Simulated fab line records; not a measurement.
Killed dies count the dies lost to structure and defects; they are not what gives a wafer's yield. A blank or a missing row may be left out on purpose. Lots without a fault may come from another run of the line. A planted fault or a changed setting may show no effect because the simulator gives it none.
fab line records | flow gf180mcu
record lots=5 wafers=15 last-day=33
route steps=602 shown SAB@265
lots untouched by any fault: they come from a run of this same line in which no faults occurred
start-h: hours from the record's opening day to when the first of the lot's shown wafers began | wait-h: hours elapsed since this lot's preceding step | " repeats the value in the row above | L1.1+2: one row covering several wafers at once | - value missing, or start not given | * or withheld: withheld | < > ~ a bound
route shown NAME@n: a module of which the file shows steps, and the number in the route of the first | usual: average and standard deviation across the fault-free wafers | same: alike in all rows | chamber/n: place in a boat | sites: readings site by site | _std_site: their standard deviation | _edge_site: outer sites' mean less inner sites' | radius-mm: for every site, how far away it sits from the centre of the wafer | mask NAME#n: copy n | behind: the most recent tool/chamber to have shaped the wafer | hold: why the lot was held/for how many hours/how that ended | device: names the non-switching transistor (n, p or np) | end of line: at the end of the route, the tests of the same wafers | where a step has no rows: the recipe by itself | killed: not the wafer's yield, but the dies lost to structure and defects at the first sort | map: the dies of a wafer, with x for killed, . for not killed, _ for no die there
set.NAME: the run value of the setting; set.NAME@STEP: its run value at that earlier step | model.NAME: the simulator's own value behind a step, which no gauge read
lots seen at some steps along the route; tables by step, rows by wafer
services: from which hour (start-h, from the record's first day; less than 0 if before it) a tool's chamber was out of use, for how many hours, and why
## steps
# step GF_SAB_THK_MEAS_01
# recipe reads=SiO2_of_SAB_CVD_00
# usual SAB_CVD_00_THK=49.7/0.65
# columns lot.wafer tool chamber start-h wait-h SAB_CVD_00_THK[nm]
L076.1 film-metro-02 - 332.05 0.0 49.6
L076.2 " - " " 49.8
L076.3 " - " " 50.0
L081.1 film-metro-04 - 374.91 0.1 48.8
L081.4 " - " " 50.1
L081.5 " - " " 50.2
L083.1 film-metro-03 - 388.74 0.0 49.6
L083.2 " - " " 48.4
L083.5 " - " " 49.9
L086.3 film-metro-02 - 416.97 0.0 49.9
L086.4 " - " " 50.7
L086.6 " - " " 49.9
L094.1 film-metro-02 - 488.37 0.2 49.5
L094.4 " - " " 50.1
L094.5 " - " " 50.3
# step GF_SAB_DEHYDRATE_02
# recipe temp-c=200 time-s=60
# usual exhaust-pa=45.0/0.88 resist-line-temp-C=22.98/0.12
# columns lot.wafer tool chamber start-h wait-h exhaust-pa resist-line-temp-C
L076.1 litho-track-03 0 342.04 10.0 45.3 22.92
L076.2 " 0 " " 45.7 22.96
L076.3 " 0 " " 44.2 23.00
L081.1 litho-track-04 0 384.55 9.6 46.0 23.03
L081.4 " 0 " " 43.2 23.11
L081.5 " 0 " " 44.1 23.07
L083.1 litho-track-03 0 399.74 11.0 44.8 22.99
L083.2 " 0 " " 45.8 23.02
L083.5 " 0 " " 44.8 23.21
L086.3 litho-track-01 0 428.66 11.7 43.9 22.93
L086.4 " 0 " " 43.3 23.05
L086.6 " 0 " " 44.5 22.98
L094.1 litho-track-04 0 499.25 10.9 45.5 22.84
L094.4 " 0 " " 45.2 23.02
L094.5 " 0 " " 45.4 22.82
# step GF_SAB_HMDS_03
# recipe prime-time-s=60 prime-temp-c=120
# usual exhaust-pa=44.9/0.81 prime-temp-c=119.99/0.12 resist-line-temp-C=22.99/0.11
# columns lot.wafer tool chamber start-h wait-h exhaust-pa prime-temp-c resist-line-temp-C
L076.1 litho-track-03 0 342.19 0.1 45.6 120.02 23.02
L076.2 " 0 " " 45.6 120.02 23.00
L076.3 " 0 " " 46.1 120.08 22.98
L081.1 litho-track-04 0 384.70 0.1 46.4 119.96 22.91
L081.4 " 0 " " 45.2 119.93 23.05
L081.5 " 0 " " 45.0 120.03 22.79
L083.1 litho-track-03 0 399.89 0.1 45.2 120.03 22.88
L083.2 " 0 " " 44.7 120.04 22.99
L083.5 " 0 " " 45.0 120.11 22.98
L086.3 litho-track-01 0 428.81 0.1 45.9 120.12 22.93
L086.4 " 0 " " 45.7 120.10 23.03
L086.6 " 0 " " 45.8 120.03 22.98
L094.1 litho-track-04 0 499.40 0.1 45.1 120.08 23.00
L094.4 " 0 " " 46.2 119.86 23.21
L094.5 " 0 " " 46.0 120.21 23.11
# step GF_SAB_COAT_04
# recipe resist=NOVOLAK spin-rpm=3000 resist-thk-nm=1000
# usual exhaust-pa=45.0/1.1 resist-line-temp-C=23.00/0.11
# columns lot.wafer tool chamber start-h wait-h exhaust-pa resist-line-temp-C
L076.1 litho-track-03 0 342.34 0.1 45.4 22.88
L076.2 " 0 " " 45.3 22.90
L076.3 " 0 " " 45.6 22.93
L081.1 litho-track-04 0 384.85 0.1 47.3 23.11
L081.4 " 0 " " 46.4 22.97
L081.5 " 0 " " 44.4 22.90
L083.1 litho-track-03 0 400.04 0.1 45.5 23.10
L083.2 " 0 " " 44.3 22.92
L083.5 " 0 " " 44.7 23.03
L086.3 litho-track-01 0 428.96 0.1 44.5 22.83
L086.4 " 0 " " 44.0 22.83
L086.6 " 0 " " 45.1 22.93
L094.1 litho-track-04 0 499.55 0.1 43.7 23.11
L094.4 " 0 " " 43.6 22.93
L094.5 " 0 " " 45.9 23.03
# step GF_SAB_SOFTBAKE_05
# recipe temp-c=90 time-s=60 resist=NOVOLAK
# usual exhaust-pa=45.1/0.85 resist-line-temp-C=22.99/0.094
# columns lot.wafer tool chamber start-h wait-h exhaust-pa resist-line-temp-C
L076.1 litho-track-03 0 342.49 0.1 44.5 22.82
L076.2 " 0 " " 44.7 23.06
L076.3 " 0 " " 45.2 23.06
L081.1 litho-track-04 0 385.00 0.1 45.3 23.07
L081.4 " 0 " " 45.5 22.91
L081.5 " 0 " " 45.1 22.97
L083.1 litho-track-03 0 400.19 0.1 46.1 22.95
L083.2 " 0 " " 45.8 23.05
L083.5 " 0 " " 46.9 22.90
L086.3 litho-track-01 0 429.11 0.1 46.4 22.83
L086.4 " 0 " " 46.1 22.93
L086.6 " 0 " " 46.1 22.84
L094.1 litho-track-04 0 499.70 0.1 46.4 23.00
L094.4 " 0 " " 44.4 23.02
L094.5 " 0 " " 44.9 22.89
# step GF_SAB_EXPOSE_06
# recipe mask-id=SAB target-cd-nm=420 na=0.6 source-shape=conventional sigma-outer=0.6 dose-mj=140
# columns lot.wafer tool chamber start-h wait-h mask
L076.1+2+3 iline-stepper-02 0 - - SAB#0
L081.1+4+5 iline-stepper-02 0 - - SAB#0
L083.1+2+5 iline-stepper-01 0 - - SAB#0
L086.3+4+6 iline-stepper-01 0 - - SAB#0
L094.1+4+5 iline-stepper-01 0 - - SAB#0
# step GF_SAB_PEB_07
# recipe temp-c=withheld time-s=* resist=NOVOLAK
# usual exhaust-pa=45.0/0.91 resist-line-temp-C=*
# columns lot.wafer tool chamber start-h wait-h exhaust-pa resist-line-temp-C
L076.1 litho-track-01 0 - - 44.0 *
L076.2 " 0 " " 45.3 *
L076.3 " 0 " " 45.6 *
L081.1 litho-track-04 0 - - 44.6 *
L081.4 " 0 " " 45.4 *
L081.5 " 0 " " 45.3 *
L083.1 litho-track-03 0 - - 45.8 *
L083.2 " 0 " " 44.2 *
L083.5 " 0 " " 45.4 *
L086.3 litho-track-01 0 - - 44.3 *
L086.4 " 0 " " 45.6 *
L086.6 " 0 " " 45.3 *
L094.1 litho-track-04 0 - - 44.3 *
L094.4 " 0 " " 44.4 *
L094.5 " 0 " " 44.8 *
# step GF_SAB_DEVELOP_08
# recipe develop-time-s=60 dev-temp-c=23
# usual exhaust-pa=44.9/0.78 resist-line-temp-C=22.98/0.11
# columns lot.wafer tool chamber start-h wait-h exhaust-pa resist-line-temp-C
L076.1 litho-track-01 0 352.66 0.1 44.4 22.97
L076.2 " 0 " " 44.5 23.14
L076.3 " 0 " " 44.9 22.91
L081.1 litho-track-04 0 396.45 0.1 44.0 23.03
L081.4 " 0 " " 43.3 22.99
L081.5 " 0 " " 44.9 22.95
L083.1 litho-track-03 0 411.14 0.1 45.0 22.80
L083.2 " 0 " " 46.3 22.84
L083.5 " 0 " " 45.9 22.68
L086.3 litho-track-01 0 440.51 0.1 46.1 22.92
L086.4 " 0 " " 47.5 23.13
L086.6 " 0 " " 45.0 23.02
L094.1 litho-track-04 0 511.05 0.1 44.2 23.14
L094.4 " 0 " " 45.5 23.08
L094.5 " 0 " " 44.1 23.06
## services
# columns tool chamber start-h hours kind
iline-stepper-01 - 327.70 1.7 pm
iline-stepper-02 - 349.77 1.7 pm
iline-stepper-01 - 382.88 4.1 repair
## key
fault none
